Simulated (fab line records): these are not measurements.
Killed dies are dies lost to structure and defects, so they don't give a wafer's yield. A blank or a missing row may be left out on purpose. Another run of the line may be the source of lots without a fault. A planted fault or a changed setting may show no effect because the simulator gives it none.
Tool commonality check || flow gf180mcu || 13 lots and 39 wafers in the sample

== REASON IT WAS OPENED ==
Flagged at GF_CONTACT_CD_MEAS_14: reading cd nm, on 2 of 13 lots. No-fault wafers: 219.7 nm, standard deviation 2.
Rule: a lot gets a flag if all its wafers with a number sit over 4 standard deviations from that mean, or if no wafer of it has a number. The other lots count as sound.

{"lot": "L360", "measured": "day 16 04:52", "on": "cd sem-02", "cd nm (nm), wafer by wafer": "222.6 222.1 222.1", "flag": ""}
{"lot": "L361", "measured": "day 16 08:25", "on": "cd sem-01", "cd nm (nm), wafer by wafer": "222.9 223.1 222.2", "flag": ""}
{"lot": "L362", "measured": "day 16 16:58", "on": "cd sem-02", "cd nm (nm), wafer by wafer": "219.6 219.7 219.7", "flag": ""}
{"lot": "L369", "measured": "day 20 00:22", "on": "cd sem-02", "cd nm (nm), wafer by wafer": "283.8 283.3 284.8", "flag": "FLAGGED"}
{"lot": "L370", "measured": "day 20 08:23", "on": "cd sem-02", "cd nm (nm), wafer by wafer": "287.1 287.4 285.5", "flag": "FLAGGED"}
{"lot": "L372", "measured": "day 20 21:16", "on": "cd sem-01", "cd nm (nm), wafer by wafer": "222.6 223.1 223.0", "flag": ""}
{"lot": "L377", "measured": "day 22 10:32", "on": "cd sem-02", "cd nm (nm), wafer by wafer": "218.5 219.3 217.8", "flag": ""}
{"lot": "L378", "measured": "day 22 15:55", "on": "cd sem-02", "cd nm (nm), wafer by wafer": "216.7 218.9 216.6", "flag": ""}
{"lot": "L379", "measured": "day 22 22:04", "on": "cd sem-01", "cd nm (nm), wafer by wafer": "220.7 220.3 220.1", "flag": ""}
{"lot": "L380", "measured": "day 23 04:34", "on": "cd sem-01", "cd nm (nm), wafer by wafer": "218.3 218.6 219.1", "flag": ""}
{"lot": "L381", "measured": "day 23 13:25", "on": "cd sem-02", "cd nm (nm), wafer by wafer": "218.5 216.7 217.2", "flag": ""}
{"lot": "L382", "measured": "day 23 20:14", "on": "cd sem-02", "cd nm (nm), wafer by wafer": "218.1 218.0 217.4", "flag": ""}
{"lot": "L383", "measured": "day 24 07:32", "on": "cd sem-01", "cd nm (nm), wafer by wafer": "219.4 217.9 218.2", "flag": ""}
The numbers of the flagged lots are 285.3 nm on average: +65.6 nm against the usual, or +33 standard deviations.

== EACH LOT AND THE TOOL IT RAN ON ==
Before the reading, the record contains 2 process steps out of a 602-step route. Cell contents, in order: the tool; ch with the chambers the sampled wafers went through; the start.
{"lot": "L360", "flag": "", "GF_SAB_STRIP_13": "plasma asher-01 ch 0,1, day 15 05:43", "GF_CONTACT_SOFTBAKE_10": "litho track-03 ch 0, day 15 17:00"}
{"lot": "L361", "flag": "", "GF_SAB_STRIP_13": "plasma asher-03 ch 0,1, day 15 08:31", "GF_CONTACT_SOFTBAKE_10": "litho track-01 ch 0, day 15 21:00"}
{"lot": "L362", "flag": "", "GF_SAB_STRIP_13": "plasma asher-03 ch 0,1, day 15 17:26", "GF_CONTACT_SOFTBAKE_10": "litho track-01 ch 0, day 16 05:00"}
{"lot": "L369", "flag": "FLAGGED", "GF_SAB_STRIP_13": "plasma asher-04 ch 0,1, day 18 23:20", "GF_CONTACT_SOFTBAKE_10": "litho track-03 ch 0, day 19 12:00"}
{"lot": "L370", "flag": "FLAGGED", "GF_SAB_STRIP_13": "plasma asher-01 ch 0,1, day 19 06:28", "GF_CONTACT_SOFTBAKE_10": "litho track-03 ch 0, day 19 19:00"}
{"lot": "L372", "flag": "", "GF_SAB_STRIP_13": "plasma asher-03 ch 0,1, day 19 18:55", "GF_CONTACT_SOFTBAKE_10": "litho track-01 ch 0, day 20 08:00"}
{"lot": "L377", "flag": "", "GF_SAB_STRIP_13": "plasma asher-03 ch 0,1, day 21 10:01", "GF_CONTACT_SOFTBAKE_10": "litho track-01 ch 0, day 21 22:00"}
{"lot": "L378", "flag": "", "GF_SAB_STRIP_13": "plasma asher-01 ch 0,1, day 21 15:11", "GF_CONTACT_SOFTBAKE_10": "litho track-03 ch 0, day 22 04:00"}
{"lot": "L379", "flag": "", "GF_SAB_STRIP_13": "plasma asher-04 ch 0,1, day 21 22:18", "GF_CONTACT_SOFTBAKE_10": "litho track-03 ch 0, day 22 11:00"}
{"lot": "L380", "flag": "", "GF_SAB_STRIP_13": "plasma asher-01 ch 0,1, day 22 04:11", "GF_CONTACT_SOFTBAKE_10": "litho track-02 ch 0, day 22 16:00"}
{"lot": "L381", "flag": "", "GF_SAB_STRIP_13": "plasma asher-01 ch 0,1, day 22 13:35", "GF_CONTACT_SOFTBAKE_10": "litho track-01 ch 0, day 23 01:00"}
{"lot": "L382", "flag": "", "GF_SAB_STRIP_13": "plasma asher-01 ch 0,1, day 22 20:08", "GF_CONTACT_SOFTBAKE_10": "litho track-01 ch 0, day 23 08:00"}
{"lot": "L383", "flag": "", "GF_SAB_STRIP_13": "plasma asher-01 ch 0,1, day 23 07:41", "GF_CONTACT_SOFTBAKE_10": "litho track-03 ch 0, day 23 20:00"}
What is done by these steps:
- GF_SAB_STRIP_13: strips in O2/N2.
- GF_CONTACT_SOFTBAKE_10: time 60 s.
- GF_CONTACT_CD_MEAS_14: target cd 220 nm.

== FLAGGED OVER TOTAL, TOOL BY TOOL (the gauges that took the reading come last) ==
{"step": "GF_SAB_STRIP_13", "tool": "plasma asher-01", "lots run": 7, "flagged": 1, "share of the flagged lots": "some", "sound lots run after its first flagged lot": "5 (L378,L380,L381,L382,L383)"}
{"step": "GF_SAB_STRIP_13", "tool": "plasma asher-03", "lots run": 4, "flagged": 0, "share of the flagged lots": "none", "sound lots run after its first flagged lot": "-"}
{"step": "GF_SAB_STRIP_13", "tool": "plasma asher-04", "lots run": 2, "flagged": 1, "share of the flagged lots": "some", "sound lots run after its first flagged lot": "1 (L379)"}
{"step": "GF_CONTACT_SOFTBAKE_10", "tool": "litho track-01", "lots run": 6, "flagged": 0, "share of the flagged lots": "none", "sound lots run after its first flagged lot": "-"}
{"step": "GF_CONTACT_SOFTBAKE_10", "tool": "litho track-02", "lots run": 1, "flagged": 0, "share of the flagged lots": "none", "sound lots run after its first flagged lot": "-"}
{"step": "GF_CONTACT_SOFTBAKE_10", "tool": "litho track-03", "lots run": 6, "flagged": 2, "share of the flagged lots": "all", "sound lots run after its first flagged lot": "3 (L378,L379,L383)"}
{"step": "GF_CONTACT_CD_MEAS_14", "tool": "cd sem-01", "lots run": 5, "flagged": 0, "share of the flagged lots": "none", "sound lots run after its first flagged lot": "-"}
{"step": "GF_CONTACT_CD_MEAS_14", "tool": "cd sem-02", "lots run": 8, "flagged": 2, "share of the flagged lots": "all", "sound lots run after its first flagged lot": "4 (L377,L378,L381,L382)"}

== WHAT THE TABLE PERMITS ==
Every flagged lot went through 2 rows of the table: litho track-03 at GF_CONTACT_SOFTBAKE_10 and cd sem-02 at GF_CONTACT_CD_MEAS_14.
- litho track-03 at GF_CONTACT_SOFTBAKE_10 ran 6 lots, 2 of them flagged. After the first flagged lot (L378, L379, L383), sound lots still ran on it; a lasting fault on the whole tool would not permit that. Its own readings lie more than 4 standard deviations out on every wafer of the flagged lots: heater power total W, plate temp C.
- cd sem-02 at GF_CONTACT_CD_MEAS_14 ran 8 lots, 2 of them flagged. After the first flagged lot (L377, L378, L381, L382), sound lots still ran on it; a lasting fault on the whole tool would not permit that.
There is no row in the table that ran each flagged lot and no sound lot after the first.

== WHAT THE SIMULATOR HAD INSERTED ==
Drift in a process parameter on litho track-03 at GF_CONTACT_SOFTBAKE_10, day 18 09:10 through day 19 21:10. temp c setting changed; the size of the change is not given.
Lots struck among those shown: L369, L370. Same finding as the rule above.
